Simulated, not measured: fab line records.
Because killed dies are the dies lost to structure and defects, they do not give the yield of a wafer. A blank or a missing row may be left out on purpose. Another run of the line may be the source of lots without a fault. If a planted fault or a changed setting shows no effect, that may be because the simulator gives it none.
The tool behind it: which one?	flow sky130	12 lots with 36 wafers sampled at 4 steps, on a route of 708 steps

== WHAT EACH GAUGE READ, for each wafer ==
SKY_SONOS_TUNNEL_TW_MEAS_12. Usual: SONOS_TUNNEL_TW gives 198.5 (standard deviation 1.3).
lot	measured	on	SONOS_TUNNEL_TW	flag
L391	day 11 14:19	film metro-02	196.8 195.7 195.0	
L392	day 12 00:53	film metro-02	197.5 197.2 197.1	
L394	day 12 21:19	film metro-02	197.6 197.6 197.5	
L395	day 13 01:44	film metro-03	197.6 197.4 198.5	
L402	day 15 21:17	film metro-01	200.2 201.2 199.4	
L403	day 16 01:16	film metro-01	199.2 199.5 199.6	
L405	day 16 10:13	film metro-02	197.2 196.5 195.1	
L404	day 16 10:54	film metro-03	196.6 198.3 198.4	
L406	day 16 18:08	film metro-03	199.2 198.8 197.7	
L409	day 17 19:02	film metro-01	199.8 199.0 199.1	
L412	day 18 18:17	film metro-02	196.1 196.8 197.6	
L413	day 19 00:38	film metro-01	200.5 200.0 201.2	

SKY_GATE_OXIDE_THK_MEAS_02. Usual: GATE_OXIDE_OXIDATION_00_THK gives 10.59 nm (standard deviation 0.18).
lot	measured	on	GATE_OXIDE_OXIDATION_00_THK (nm)	flag
L391	day 12 22:08	film metro-03	10.40 10.26 10.11	
L392	day 13 09:56	film metro-02	10.43 10.56 10.46	
L394	day 14 07:42	film metro-03	10.52 10.40 10.51	
L395	day 14 11:03	film metro-04	10.65 10.66 10.63	
L402	day 17 10:34	film metro-02	10.82 11.10 10.79	
L403	day 17 14:50	film metro-03	10.52 10.61 10.60	
L405	day 18 00:43	film metro-04	10.91 10.77 10.95	
L404	day 18 01:57	film metro-03	10.40 10.54 10.37	
L406	day 18 08:37	film metro-02	10.50 10.53 10.52	
L409	day 19 06:58	film metro-03	10.71 10.56 10.59	
L412	day 20 10:20	film metro-04	10.47 10.62 10.62	
L413	day 20 14:22	film metro-03	10.76 10.65 10.56	

SKY_LDD_HVN_OVL_MEAS_07. Usual: LDD_HVN_OVL gives 0.3 nm (standard deviation 1.2).
lot	measured	on	LDD_HVN_OVL (nm)	flag
L391	day 20 13:02	overlay-02	1.5 0.8 0.4	
L392	day 20 22:49	overlay-01	-0.5 -0.9 -1.6	
L394	day 22 02:26	overlay-02	2.2 0.6 0.7	
L395	day 22 08:13	overlay-02	0.3 1.4 1.4	
L402	day 25 09:28	overlay-01	1.6 -0.1 1.2	
L403	day 25 13:29	overlay-01	57.5 57.8 58.5	OFF
L405	day 26 00:13	overlay-01	-1.9 -1.7 -2.1	
L404	day 26 01:21	overlay-01	58.9 57.8 58.0	OFF
L406	day 26 06:11	overlay-01	60.4 60.6 61.7	OFF
L409	day 27 03:13	overlay-01	0.8 1.9 2.5	
L412	day 28 06:04	overlay-01	1.2 1.2 2.7	
L413	day 28 07:55	overlay-01	-0.6 -1.6 -0.6	

== WHAT TOOL EACH LOT RAN ON (gives the tool, then ch and the chambers of the sampled wafers, and finally the start) ==
lot	SKY_LDD_HVN_EXPOSE_04
L391	iline stepper-02 ch 0, day 19 22:10
L392	iline stepper-02 ch 0, day 20 07:10
L394	iline stepper-02 ch 0, day 21 10:49
L395	iline stepper-01 ch 0, day 21 16:43
L402	iline stepper-01 ch 0, day 24 19:32
L403	iline stepper-02 ch 0, day 24 23:19
L405	iline stepper-01 ch 0, day 25 09:22
L404	iline stepper-02 ch 0, day 25 10:10
L406	iline stepper-02 ch 0, day 25 15:29
L409	iline stepper-01 ch 0, day 26 12:53
L412	iline stepper-01 ch 0, day 27 16:24
L413	iline stepper-01 ch 0, day 27 18:07
- SKY_LDD_HVN_EXPOSE_04: exposes mask HVNTM, target cd 700 nm.

== WHAT THE TOOLS THEMSELVES READ (means of the sampled wafers that have a number; where no wafer has one, the mark that the record gives instead) ==
SKY_LDD_HVN_EXPOSE_04. Usual: stage vel mm s 499.98 mm/s, standard deviation 0.24.
lot	tool	stage vel mm s (mm/s)	flag
L391	iline stepper-02	499.88	
L392	iline stepper-02	499.95	
L394	iline stepper-02	499.85	
L395	iline stepper-01	500.12	
L402	iline stepper-01	499.78	
L403	iline stepper-02	500.00	
L405	iline stepper-01	500.00	
L404	iline stepper-02	500.22	
L406	iline stepper-02	500.01	
L409	iline stepper-01	499.79	
L412	iline stepper-01	500.52	
L413	iline stepper-01	500.11	

== THE ANSWER, worked out from the rows above alone ==
Rule: take the mean of a lot's wafers that have a number; if it is more than 3 standard deviations from the usual mean, the lot is off. Also off: a lot with no number at a reading for which 4 or more lots have one. The other lots that the step has rows for count as sound. Order of review: gauges by route order, followed by the tools' own readings, for which a lot's mean as printed above is used. The first step at which some lot is off is used, and at that step the reading that is off furthest; a lot without a number counts as furthest.
Off: L403, L404, L406, at SKY_LDD_HVN_OVL_MEAS_07 (LDD_HVN_OVL).
A tool fits if, at a process step before that reading, it ran every lot that is off, and no sound lot after the first of them. Gauges at SKY_LDD_HVN_OVL_MEAS_07: tried the same way as those tools. One fits: iline stepper-02 at SKY_LDD_HVN_EXPOSE_04. Its last sound lot is L394 (day 21 10:49), its first lot that is off L403 (day 24 23:19): a fault that began between those two fits.

== WHAT THE SIMULATOR HAD PUT IN ==
Scanner matching overlay: iline stepper-02, from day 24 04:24 on, at SKY_LDD_HVN_EXPOSE_04. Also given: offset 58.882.
Lots struck among those shown: L403, L404, L406. The same result came from the rule above.
